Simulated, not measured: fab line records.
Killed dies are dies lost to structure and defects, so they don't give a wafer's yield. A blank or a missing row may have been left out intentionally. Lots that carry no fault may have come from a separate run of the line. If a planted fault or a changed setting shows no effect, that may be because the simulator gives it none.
A struck lot beside a sound one -- flow sky130 -- 16 out of 708 route steps
Sound: wafers L813.1, L813.3, L813.4. Struck: wafer L826.4. (L826.3 of the same lot was not struck and is left out.) The cause comes at the end.
Each step with rows lists, per side, the tool, then ch with its chambers, then its first start. Under that, the readings that differ: sound wafers -- struck wafers -- difference of the means -- sigmas: that difference in standard deviations of wafers without a fault.
alike: words and numbers the same on both sides, and readings whose means are apart by under 2 such deviations; not compared: readings that were withheld, readings missing a value for some wafer, numbers with overlapping values and no deviation given by the record, and bounds like >300 which may hide the same value.
Wherever a step has rows on one side only, a row that says differs or no value, or a row with sigmas, the two part there. Non-overlapping numbers with no deviation appear without sigmas and do not part them. A reading missing from all wafers of one side parts the sides only when that side holds two or more wafers.

first, 2 steps without rows for these wafers: SKY_VT_ADJUST_PCH_PEB_05; SKY_VT_ADJUST_PCH_DEVELOP_06 (develop time 60 s).
SKY_VT_ADJUST_PCH_OVL_MEAS_07:
  struck on overlay-02, day 16 03:34; sound on overlay-02, day 11 21:01
  alike: VT_ADJUST_PCH_OVL
next, for these wafers, 1 step has no rows: SKY_VT_ADJUST_PCH_IMPLANT_08.
SKY_VT_ADJUST_PCH_STRIP_09: strips in O2/N2.
  sound on plasma-asher-03 ch 0,1, day 11 21:12; struck on plasma-asher-02 ch 0, day 16 03:49
reading,sound,struck,difference,sigmas
drypump-motor-current-A (A),4.8 4.9 5.3,5.7,+0.7,+2
  alike: oes-product-au, strip-time-to-endpoint-s
  not compared: rf-hours-counter-h
SKY_VT_ADJUST_PCH_TW_MEAS_10:
  struck on film-metro-04, day 16 03:55; sound on film-metro-04, day 11 21:18
  alike: VT_ADJUST_PCH_TW
then, 6 steps without rows for these wafers: SKY_SONOS_TUNNEL_DEHYDRATE_00 (time 60 s); SKY_SONOS_TUNNEL_HMDS_01 (prime time 60 s); SKY_SONOS_TUNNEL_COAT_02 (resist thk 1140 nm); SKY_SONOS_TUNNEL_SOFTBAKE_03 (time 60 s); SKY_SONOS_TUNNEL_EXPOSE_04 (exposes mask TUNM, target cd 410 nm); SKY_SONOS_TUNNEL_PEB_05.
SKY_SONOS_TUNNEL_DEVELOP_06: develop time 60 s.
  sound on litho-track-04 ch 0, day 12 22:35; struck on litho-track-04 ch 0, day 17 07:56
  alike: chill-plate-temp-C
SKY_SONOS_TUNNEL_CD_MEAS_07: the cd target is 410 nm.
  struck on cd-sem-02, day 17 08:04; sound on cd-sem-02, day 12 22:44
reading,sound,struck,difference,sigmas
cd-nm (nm),408.4 410.2 411.1,389.7,-20.2,-8
SKY_SONOS_TUNNEL_OVL_MEAS_08:
  struck on overlay-02, day 17 08:10; sound on overlay-01, day 12 22:51
reading,sound,struck,difference,sigmas
SONOS_TUNNEL_OVL (nm),0.1 -1.7 -2.2,3.2,+4.5,+3
SKY_PAD_OPEN_PROBE_99:
  rows exist in the record for the sound wafers here (prober-02, day 47 01:47), none for the struck ones

== WHERE THEY PART ==
First at SKY_VT_ADJUST_PCH_STRIP_09; last, within this record, at SKY_PAD_OPEN_PROBE_99.

WHY: what had been put in by the simulator
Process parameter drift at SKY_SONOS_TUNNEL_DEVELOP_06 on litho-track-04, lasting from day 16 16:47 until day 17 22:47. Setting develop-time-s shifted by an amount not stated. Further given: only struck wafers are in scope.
